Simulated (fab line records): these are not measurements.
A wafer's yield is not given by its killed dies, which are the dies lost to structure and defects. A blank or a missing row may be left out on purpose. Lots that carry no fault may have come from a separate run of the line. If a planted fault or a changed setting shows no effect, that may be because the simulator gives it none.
Lot-split experiment    flow gf180mcu    route with 602 steps; 5 lots, 23 wafers read

SPLIT DETAILS
At GF_CONTACT_PEB_12 (peb time 90 s), the setting pebTempC was moved away from the recipe's 135 C on 7 of the 23 wafers read, by -2.3% to +1.1%. All remaining wafers had this setting at the recipe value.

THE PATH FROM SPLIT TO READING: the file shows 1 step between them
- GF_CONTACT_DEVELOP_13: develop time 60 s

THE READING
At GF_CONTACT_CD_MEAS_14: cdNm in nanometres, against a target cd of 220 nm. On this fab line, fault-free wafers typically give 220.4 nm with a standard deviation of 1.4 nm.

wafer   tool, chamber at the split  pebTempC as run, C  against the recipe  cdNm, nm  against lot-mates on the recipe
L074.1  lithoTrack-03, 0            135                 recipe              222.0     -
L074.2  lithoTrack-03, 0            135                 recipe              221.7     -
L074.3  lithoTrack-03, 0            135                 recipe              220.6     -
L074.4  lithoTrack-03, 0            135                 recipe              221.3     -
L074.5  lithoTrack-03, 0            135                 recipe              220.9     -
L075.2  lithoTrack-03, 0            135                 recipe              220.4     -
L075.3  lithoTrack-03, 0            136.5               +1.1%               222.9     +3.2
L075.4  lithoTrack-03, 0            135                 recipe              218.1     -
L075.5  lithoTrack-03, 0            136.5               +1.1%               224.0     +4.3
L075.6  lithoTrack-03, 0            135                 recipe              220.7     -
L082.1  lithoTrack-04, 0            135                 recipe              220.5     -
L082.2  lithoTrack-04, 0            131.9               -2.3%               211.0     -10.0
L082.3  lithoTrack-04, 0            135                 recipe              221.1     -
L082.4  lithoTrack-04, 0            131.9               -2.3%               211.5     -9.5
L082.5  lithoTrack-04, 0            135                 recipe              221.5     -
L084.1  lithoTrack-04, 0            136.1               +0.8%               224.0     +1.0
L084.2  lithoTrack-04, 0            135                 recipe              222.8     -
L084.4  lithoTrack-04, 0            135                 recipe              223.2     -
L084.5  lithoTrack-04, 0            136.1               +0.8%               226.6     +3.6
L084.6  lithoTrack-04, 0            136.1               +0.8%               225.9     +2.9
L085.1  lithoTrack-03, 0            135                 recipe              218.0     -
L085.3  lithoTrack-03, 0            135                 recipe              217.9     -
L085.5  lithoTrack-03, 0            135                 recipe              219.1     -

FIT RESULTS
A straight line over all 23 wafers: cdNm changes by +4.08 nm for each +1% of pebTempC; r = +0.90; the points scatter about the line by 1.6 nm.
The same after taking each lot's own level away (the mean of its wafers on the recipe; 23 wafers): +3.95 nm for each +1%; r = +0.97; scatter 0.8 nm.
On that fit, the largest move of pebTempC shifts the reading by 9.1 nm.
Measured against the standard deviation above, the lots' own levels, which go from 218.33 to 223.00 nm, span 3.3 times it.
Hence the lot-to-lot level has little effect on the slope; both slopes agree.
Check: -8.8 nm against its lot-mates is what the line predicts for one of the wafers moved furthest among these (-2.3%) when that wafer is left out of the fit. Against them it came out at -10 nm.

THE OTHER SPLITS THESE WAFERS WENT THROUGH
Other splits were also applied to these wafers ahead of the reading. Each is held against what the fit with the lots' levels taken away leaves over:
other split on the same wafers     wafers away from the commonest value  r with cdNm (lot level and that fit taken away)
GF_CONTACT_CMP_04 leaveAboveRefNm  6                                     +0.03

THE WHOLE CHAIN: every reading that the file lists as answering this split, in the file's order
step                   what it does                                                    reading                                                        change (the file's fit)               r (the file's)
GF_CONTACT_CD_MEAS_14  target cd 220 nm                                                cdNm                                                           +3.99 nm for each +1% of the setting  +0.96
GF_CONTACT_ETCH_16     etches BARC in N2/H2                                            CONTACT.cdNm (the simulator's own value, which no gauge read)  +4.07 nm for each +1% of the setting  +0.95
GF_CONTACT_ETCH_17     etches SiO2 in C4F8/O2/Ar, stops on CoSi2, target depth 860 nm  CONTACT.cdNm (the simulator's own value, which no gauge read)  +3.97 nm for each +1% of the setting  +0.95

FILE'S OWN FIT
cdNm changes by +3.99 nm for each +1% of pebTempC, r = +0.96.
